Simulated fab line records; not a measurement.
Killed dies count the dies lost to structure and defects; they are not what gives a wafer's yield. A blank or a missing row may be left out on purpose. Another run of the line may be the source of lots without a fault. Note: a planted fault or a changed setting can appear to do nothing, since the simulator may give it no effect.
The tool behind it: which one? / flow gf180mcu / 42 wafers from 14 lots sampled at 4 of the route's 602 steps

== WHAT EACH GAUGE READ, for each wafer ==
GF_STI_CD_MEAS_12: the cd target is 220 nm. Usual: 219.9 nm for cd_nm, sd 1.2.
lot=L259; measured=day 2 04:17; on=cd_sem-01; cd_nm (nm)=221.3 221.7 221.0; flag=
lot=L261; measured=day 2 13:44; on=cd_sem-01; cd_nm (nm)=217.2 219.2 218.7; flag=
lot=L262; measured=day 2 17:29; on=cd_sem-01; cd_nm (nm)=219.2 219.4 219.8; flag=
lot=L263; measured=day 2 21:37; on=cd_sem-01; cd_nm (nm)=219.3 219.5 219.8; flag=
lot=L264; measured=day 3 02:59; on=cd_sem-01; cd_nm (nm)=219.5 218.7 219.6; flag=
lot=L265; measured=day 3 09:56; on=cd_sem-01; cd_nm (nm)=219.4 220.0 219.1; flag=
lot=L266; measured=day 3 13:09; on=cd_sem-02; cd_nm (nm)=220.7 221.5 222.2; flag=
lot=L267; measured=day 3 18:58; on=cd_sem-01; cd_nm (nm)=222.2 220.8 222.0; flag=
lot=L269; measured=day 4 05:04; on=cd_sem-01; cd_nm (nm)=220.1 218.9 219.5; flag=
lot=L274; measured=day 5 08:04; on=cd_sem-02; cd_nm (nm)=217.7 219.3 218.3; flag=
lot=L275; measured=day 5 19:44; on=cd_sem-02; cd_nm (nm)=219.1 219.5 219.6; flag=
lot=L279; measured=day 6 08:02; on=cd_sem-01; cd_nm (nm)=217.7 218.3 218.8; flag=
lot=L281; measured=day 6 18:35; on=cd_sem-01; cd_nm (nm)=219.3 218.9 219.6; flag=
lot=L282; measured=day 7 00:47; on=cd_sem-02; cd_nm (nm)=219.7 220.3 219.8; flag=

GF_HV_LDD_CD_MEAS_31: the cd target is 400 nm. Usual: 399.3 nm for cd_nm, sd 2.2.
lot=L259; measured=day 11 16:11; on=cd_sem-02; cd_nm (nm)=400.0 404.1 399.9; flag=
lot=L261; measured=day 12 06:20; on=cd_sem-01; cd_nm (nm)=403.5 400.4 401.8; flag=
lot=L262; measured=day 12 12:26; on=cd_sem-02; cd_nm (nm)=395.7 396.5 396.6; flag=
lot=L263; measured=day 12 22:31; on=cd_sem-02; cd_nm (nm)=400.9 398.6 399.1; flag=
lot=L264; measured=day 13 06:53; on=cd_sem-01; cd_nm (nm)=399.5 396.9 397.4; flag=
lot=L265; measured=day 13 13:10; on=cd_sem-01; cd_nm (nm)=398.7 398.3 397.4; flag=
lot=L266; measured=day 13 16:37; on=cd_sem-01; cd_nm (nm)=401.8 400.8 400.4; flag=
lot=L267; measured=day 14 00:18; on=cd_sem-02; cd_nm (nm)=398.1 397.3 397.8; flag=
lot=L269; measured=day 15 04:01; on=cd_sem-02; cd_nm (nm)=399.4 401.1 399.8; flag=
lot=L274; measured=day 16 18:23; on=cd_sem-01; cd_nm (nm)=397.3 400.4 399.4; flag=
lot=L275; measured=day 17 06:20; on=cd_sem-01; cd_nm (nm)=400.5 400.1 397.7; flag=
lot=L279; measured=day 18 02:34; on=cd_sem-02; cd_nm (nm)=399.3 397.7 395.8; flag=
lot=L281; measured=day 18 20:53; on=cd_sem-01; cd_nm (nm)=401.0 400.4 399.4; flag=
lot=L282; measured=day 19 09:07; on=cd_sem-01; cd_nm (nm)=400.7 399.6 399.8; flag=

== WHAT TOOL EACH LOT RAN ON (gives the tool, then ch and the chambers of the sampled wafers, and finally the start) ==
lot=L259; GF_STI_WET_ETCH_28=wet_bench-04 ch 2, day 2 07:13; GF_VT_IMPLANT_STRIP_20=plasma_asher-04 ch 0, day 6 09:07
lot=L261; GF_STI_WET_ETCH_28=wet_bench-03 ch 2, day 2 16:38; GF_VT_IMPLANT_STRIP_20=plasma_asher-02 ch 0,1, day 6 20:02
lot=L262; GF_STI_WET_ETCH_28=wet_bench-01 ch 2, day 2 20:24; GF_VT_IMPLANT_STRIP_20=plasma_asher-01 ch 0,1, day 6 23:58
lot=L263; GF_STI_WET_ETCH_28=wet_bench-04 ch 2, day 3 01:16; GF_VT_IMPLANT_STRIP_20=plasma_asher-02 ch 0,1, day 7 10:20
lot=L264; GF_STI_WET_ETCH_28=wet_bench-03 ch 2, day 3 05:52; GF_VT_IMPLANT_STRIP_20=plasma_asher-04 ch 0,1, day 7 13:38
lot=L265; GF_STI_WET_ETCH_28=wet_bench-01 ch 1, day 3 12:53; GF_VT_IMPLANT_STRIP_20=plasma_asher-01 ch 0,1, day 7 20:58
lot=L266; GF_STI_WET_ETCH_28=wet_bench-03 ch 0, day 3 16:01; GF_VT_IMPLANT_STRIP_20=plasma_asher-02 ch 0,1, day 8 00:15
lot=L267; GF_STI_WET_ETCH_28=wet_bench-03 ch 1, day 3 21:54; GF_VT_IMPLANT_STRIP_20=plasma_asher-02 ch 0,1, day 8 07:28
lot=L269; GF_STI_WET_ETCH_28=wet_bench-03 ch 1, day 4 11:48; GF_VT_IMPLANT_STRIP_20=plasma_asher-04 ch 0,1, day 9 02:31
lot=L274; GF_STI_WET_ETCH_28=wet_bench-03 ch 3, day 5 11:02; GF_VT_IMPLANT_STRIP_20=plasma_asher-02 ch 0,1, day 10 07:48
lot=L275; GF_STI_WET_ETCH_28=wet_bench-03 ch 3, day 5 22:37; GF_VT_IMPLANT_STRIP_20=plasma_asher-02 ch 0,1, day 10 19:49
lot=L279; GF_STI_WET_ETCH_28=wet_bench-01 ch 0, day 6 11:16; GF_VT_IMPLANT_STRIP_20=plasma_asher-01 ch 0,1, day 11 13:09
lot=L281; GF_STI_WET_ETCH_28=wet_bench-04 ch 2, day 6 21:30; GF_VT_IMPLANT_STRIP_20=plasma_asher-04 ch 0,1, day 12 00:43
lot=L282; GF_STI_WET_ETCH_28=wet_bench-01 ch 0, day 7 05:45; GF_VT_IMPLANT_STRIP_20=plasma_asher-02 ch 0,1, day 12 13:48
- GF_STI_WET_ETCH_28: etches SiO2 in dHF, target depth 20 nm, time 40 s.
- GF_VT_IMPLANT_STRIP_20: strips in O2/N2.

== WHAT THE TOOLS THEMSELVES READ (means of the sampled wafers that have a number; where no wafer has one, the mark that the record gives instead) ==
GF_STI_WET_ETCH_28. Usual: 68.3 s for run_length_s, sd 2.9.
lot=L259; tool=wet_bench-04; run_length_s (s)=66.9; flag=
lot=L261; tool=wet_bench-03; run_length_s (s)=67.4; flag=
lot=L262; tool=wet_bench-01; run_length_s (s)=66.4; flag=
lot=L263; tool=wet_bench-04; run_length_s (s)=72.2; flag=
lot=L264; tool=wet_bench-03; run_length_s (s)=73.5; flag=
lot=L265; tool=wet_bench-01; run_length_s (s)=65.9; flag=
lot=L266; tool=wet_bench-03; run_length_s (s)=73.3; flag=
lot=L267; tool=wet_bench-03; run_length_s (s)=72.3; flag=
lot=L269; tool=wet_bench-03; run_length_s (s)=67.3; flag=
lot=L274; tool=wet_bench-03; run_length_s (s)=42.3; flag=OFF
lot=L275; tool=wet_bench-03; run_length_s (s)=42.7; flag=OFF
lot=L279; tool=wet_bench-01; run_length_s (s)=66.6; flag=
lot=L281; tool=wet_bench-04; run_length_s (s)=65.6; flag=
lot=L282; tool=wet_bench-01; run_length_s (s)=72.2; flag=

GF_VT_IMPLANT_STRIP_20. Usual: drypump_motor_current_A 5.8 A, standard deviation 0.42; heater_power_w 332 W, standard deviation 36; o2_flow_sccm 2999 sccm, standard deviation 8.6; oes_product_au 0.716 a.u., standard deviation 0.0043; strip_time_to_endpoint_s 12.66 s, standard deviation 0.032.
lot=L259; tool=plasma_asher-04; drypump_motor_current_A (A)=5.2; heater_power_w (W)=301; o2_flow_sccm (sccm)=3000; oes_product_au (a.u.)=0.717; strip_time_to_endpoint_s (s)=12.68; flag=
lot=L261; tool=plasma_asher-02; drypump_motor_current_A (A)=6.3; heater_power_w (W)=319; o2_flow_sccm (sccm)=3004; oes_product_au (a.u.)=0.717; strip_time_to_endpoint_s (s)=12.64; flag=
lot=L262; tool=plasma_asher-01; drypump_motor_current_A (A)=5.6; heater_power_w (W)=329; o2_flow_sccm (sccm)=2998; oes_product_au (a.u.)=0.717; strip_time_to_endpoint_s (s)=12.61; flag=
lot=L263; tool=plasma_asher-02; drypump_motor_current_A (A)=6.3; heater_power_w (W)=342; o2_flow_sccm (sccm)=3002; oes_product_au (a.u.)=0.717; strip_time_to_endpoint_s (s)=12.62; flag=
lot=L264; tool=plasma_asher-04; drypump_motor_current_A (A)=5.3; heater_power_w (W)=307; o2_flow_sccm (sccm)=3003; oes_product_au (a.u.)=0.716; strip_time_to_endpoint_s (s)=12.69; flag=
lot=L265; tool=plasma_asher-01; drypump_motor_current_A (A)=5.5; heater_power_w (W)=336; o2_flow_sccm (sccm)=2994; oes_product_au (a.u.)=0.712; strip_time_to_endpoint_s (s)=12.62; flag=
lot=L266; tool=plasma_asher-02; drypump_motor_current_A (A)=6.3; heater_power_w (W)=323; o2_flow_sccm (sccm)=2998; oes_product_au (a.u.)=0.719; strip_time_to_endpoint_s (s)=12.66; flag=
lot=L267; tool=plasma_asher-02; drypump_motor_current_A (A)=6.4; heater_power_w (W)=338; o2_flow_sccm (sccm)=2993; oes_product_au (a.u.)=0.717; strip_time_to_endpoint_s (s)=12.66; flag=
lot=L269; tool=plasma_asher-04; drypump_motor_current_A (A)=5.3; heater_power_w (W)=307; o2_flow_sccm (sccm)=3000; oes_product_au (a.u.)=0.714; strip_time_to_endpoint_s (s)=12.67; flag=
lot=L274; tool=plasma_asher-02; drypump_motor_current_A (A)=6.4; heater_power_w (W)=341; o2_flow_sccm (sccm)=2999; oes_product_au (a.u.)=0.717; strip_time_to_endpoint_s (s)=12.67; flag=
lot=L275; tool=plasma_asher-02; drypump_motor_current_A (A)=6.3; heater_power_w (W)=337; o2_flow_sccm (sccm)=3002; oes_product_au (a.u.)=0.713; strip_time_to_endpoint_s (s)=12.67; flag=
lot=L279; tool=plasma_asher-01; drypump_motor_current_A (A)=5.6; heater_power_w (W)=367; o2_flow_sccm (sccm)=2999; oes_product_au (a.u.)=0.719; strip_time_to_endpoint_s (s)=12.69; flag=
lot=L281; tool=plasma_asher-04; drypump_motor_current_A (A)=5.3; heater_power_w (W)=305; o2_flow_sccm (sccm)=3002; oes_product_au (a.u.)=0.716; strip_time_to_endpoint_s (s)=12.62; flag=
lot=L282; tool=plasma_asher-02; drypump_motor_current_A (A)=6.3; heater_power_w (W)=340; o2_flow_sccm (sccm)=3008; oes_product_au (a.u.)=0.717; strip_time_to_endpoint_s (s)=12.60; flag=

== THE ANSWER, worked out from the rows above alone ==
Rule: a lot counts as off when the mean over its wafers that have a number is more than 3 standard deviations away from the usual mean. Also off: a lot with no number at a reading for which 4 or more lots have one. Any other lot the step has rows for is counted as sound. Order of review: gauges by route order, followed by the tools' own readings, for which a lot's mean as printed above is used. The first step at which some lot is off is used, and at that step the reading that is off furthest; a lot without a number counts as furthest.
Off, at GF_STI_WET_ETCH_28 on run_length_s: L274, L275.
A tool fits if, at that step or a process step before it, it ran every lot that is off, and no sound lot after the first of them. One fits: GF_STI_WET_ETCH_28 on wet_bench-03. Its last sound lot is L269 (day 4 11:48), its first lot that is off L274 (day 5 11:02): a fault that began between those two fits.
The tool's own readings at GF_STI_WET_ETCH_28 bear it out: on the lots that are off they differ by more than 5 times the standard deviation of the sound lots' means. run_length_s reads 42.5 s there against 69.1 s on the sound lots.

== WHAT THE SIMULATOR HAD PUT IN ==
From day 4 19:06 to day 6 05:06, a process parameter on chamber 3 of wet_bench-03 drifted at GF_STI_WET_ETCH_28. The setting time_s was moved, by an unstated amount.
Shown lots that were struck: L274, L275. This agrees with what the rule above found.
